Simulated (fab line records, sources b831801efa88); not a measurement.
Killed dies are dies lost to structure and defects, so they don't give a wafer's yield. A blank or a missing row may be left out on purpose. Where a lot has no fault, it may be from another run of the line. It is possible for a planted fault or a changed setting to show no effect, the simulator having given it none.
A struck lot beside a sound one	flow sfq_line	13 out of 325 route steps
Sound: the wafers L261.1, L261.2, L261.4. Struck: wafer L268.2 (L268.1, L268.4, from the same lot, were not struck and are left out); the cause is given at the end.
For every step that has rows: the tool of each side, followed by ch and its chambers, followed by its first start. Under that, the readings that differ: sound wafers	struck wafers	difference of the means	sigmas: that difference in standard deviations of wafers without a fault.
alike: same words and numbers on both sides, and readings whose means sit less than 2 such deviations apart. not compared: any withheld reading, any reading some wafer has no value for, any bound like >300 that may hide the same value, and any number with overlapping values for which the record gives no deviation.
A row with sigmas, a row that says differs or no value, or rows on one side alone: a step with any of these is where the two part. Numbers that don't overlap but have no deviation are shown without sigmas and don't part them. A reading missing from all wafers of one side parts the sides only when that side holds two or more wafers.

first, 6 steps without rows for these wafers: SFQ_TRILAYER_M3_LITHO_COAT_080 (resist thk 62 nm); SFQ_TRILAYER_M3_LITHO_COAT_075 (resist thk 600 nm); SFQ_TRILAYER_M3_LITHO_SOFTBAKE_079; SFQ_TRILAYER_M3_LITHO_EXPOSE_076 (exposes mask M3, target cd 500 nm); SFQ_TRILAYER_M3_LITHO_PEB_078 (peb time 60 s); SFQ_TRILAYER_M3_LITHO_DEVELOP_077 (time 60 s).
SFQ_M3_OVL_MEAS_921:
  sound on overlay-01 at day 43 11:05; struck on overlay-02 at day 46 14:06
  alike: M3_OVL
SFQ_TRILAYER_M3_BARC_OPEN_METAL_ETCH_100: etches BARC in O2, target depth 125 nm, time 41.7 s.
  sound on rie_metal-04 ch 0,1, day 43 11:07; struck on rie_metal-04 ch 0, day 46 14:08
  alike: drypump_motor_current_A, he_backside_leak_sccm, oes_product_au
  not compared: rf_hours_counter_h
SFQ_TRILAYER_M3_ETCH_METAL_ETCH_078: etches Nb in Cl2/Ar, stops on SiO2, target depth 240 nm, time 120 s.
  sound on rie_metal-04 ch 0,1, day 43 11:11; struck on rie_metal-04 ch 0, day 46 14:11
reading	sound	struck	difference	sigmas
he_backside_leak_sccm (sccm)	3.64 3.49 3.52	3.90	+0.35	+2
  alike: drypump_motor_current_A, oes_product_au
  not compared: rf_hours_counter_h
SFQ_TRILAYER_M3_STRIP_STRIP_079: strips in O2.
  sound on rie_metal-04 ch 0,1, day 43 11:18; struck on rie_metal-04 ch 0, day 46 14:19
  alike: drypump_motor_current_A, he_backside_leak_sccm, oes_product_au
  not compared: rf_hours_counter_h
then, 1 step without rows for these wafers: SFQ_TRILAYER_M3_STRIP_SOLV_CLEAN_080 (cleans in NMP, time 600 s).
SFQ_TRILAYER_I3_DEP_PECVD_081: deposits SiO2 from SiH4/N2O, time 111.11 s, target thk 500 nm.
  sound on pecvd-01 ch 1,2, day 43 12:05; struck on pecvd-04 ch 2, day 46 15:07
reading	sound	struck	difference	sigmas
rf_fwd_power_W (W)	183.1 181.8 181.8	211.6	+29.4	+44
model.SiO2_of_TRILAYER_I3_DEP_PECVD_081.thk_nm (nm)	496.6 490.9 502.9	518	+21	
  alike: heater_power_w, throttle_valve_pct
SFQ_TRILAYER_I3_CMP_CMP_082: polishes SiO2.
  sound on cmp-01 ch 0,1,2, day 43 12:11; struck on cmp-01 ch 3, day 46 15:11
  alike: motor_current_A, time_to_endpoint_s

WHERE THEY PART
At SFQ_TRILAYER_M3_ETCH_METAL_ETCH_078 first; at SFQ_TRILAYER_I3_DEP_PECVD_081 last (within this record only). Later steps at which nothing parts them and some readings are alike: SFQ_TRILAYER_I3_CMP_CMP_082.

WHY: whatever the simulator had introduced
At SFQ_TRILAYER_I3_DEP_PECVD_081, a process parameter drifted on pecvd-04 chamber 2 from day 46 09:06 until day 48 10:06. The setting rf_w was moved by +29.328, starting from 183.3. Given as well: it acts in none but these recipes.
